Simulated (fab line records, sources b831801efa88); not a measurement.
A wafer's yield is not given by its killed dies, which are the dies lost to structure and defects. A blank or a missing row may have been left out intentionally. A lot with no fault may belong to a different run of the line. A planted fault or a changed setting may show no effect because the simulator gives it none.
Matching of chambers | flow sky130 | SKY_VIA4_ETCH_12 on rie-diel-01 has 4 sister chambers
The step etches SiO2 in C4F8/O2/Ar, stops on TiN, target depth 580 nm. 8 wafers are shown with their chamber, then 7 later ones without.

== WAFERS PAIRED WITH THEIR CHAMBERS ==
wafer  | chamber | oes-product-au (a.u.)
L584.1 | 2       | 0.927
L586.2 | 0       | 0.927
L586.3 | 1       | 0.926
L589.2 | 1       | 0.929
L589.4 | 2       | 0.922
L591.3 | 0       | 0.920
L593.3 | 3       | 0.929
L593.5 | 3       | 0.921

== WAFERS WITH NO CHAMBER GIVEN ==
wafer  | oes-product-au (a.u.)
L593.6 | 0.912
L595.1 | 0.926
L595.2 | 0.933
L595.4 | 0.923
L596.2 | 0.933
L596.3 | 0.928
L596.4 | 0.929

== CHAMBER TAKEN BY EACH ==
wafer  | from the rows above               | in truth
L593.6 | can't be placed: 0 or 2 or 3 or 1 | 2
L595.1 | can't be placed: 3 or 1 or 2 or 0 | 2
L595.2 | can't be placed: 1 or 3 or 2 or 0 | 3
L595.4 | can't be placed: 0 or 2 or 3 or 1 | 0
L596.2 | can't be placed: 1 or 3 or 2 or 0 | 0
L596.3 | can't be placed: 1 or 3 or 2 or 0 | 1
L596.4 | can't be placed: 1 or 3 or 2 or 0 | 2
0 of 7 placed correctly. Can't be placed from these rows: 7 (the true chamber is among the candidates in 7). Placed wrongly: 0.
How it was worked out, from the rows above alone: a wafer's distance from a chamber is the root of the sum, over the readings, of the square of ((its reading less the chamber's mean) divided by the reading's scatter). The wafer belongs to the nearest chamber; if the next one is less than 2 further off, it can't be placed. For every chamber, the mean is computed from those of its wafers that are shown. How the scatter is found: for the shown wafers, subtract from each reading the mean of its chamber, square and add these, divide the total by (wafers less chambers), then take the root.
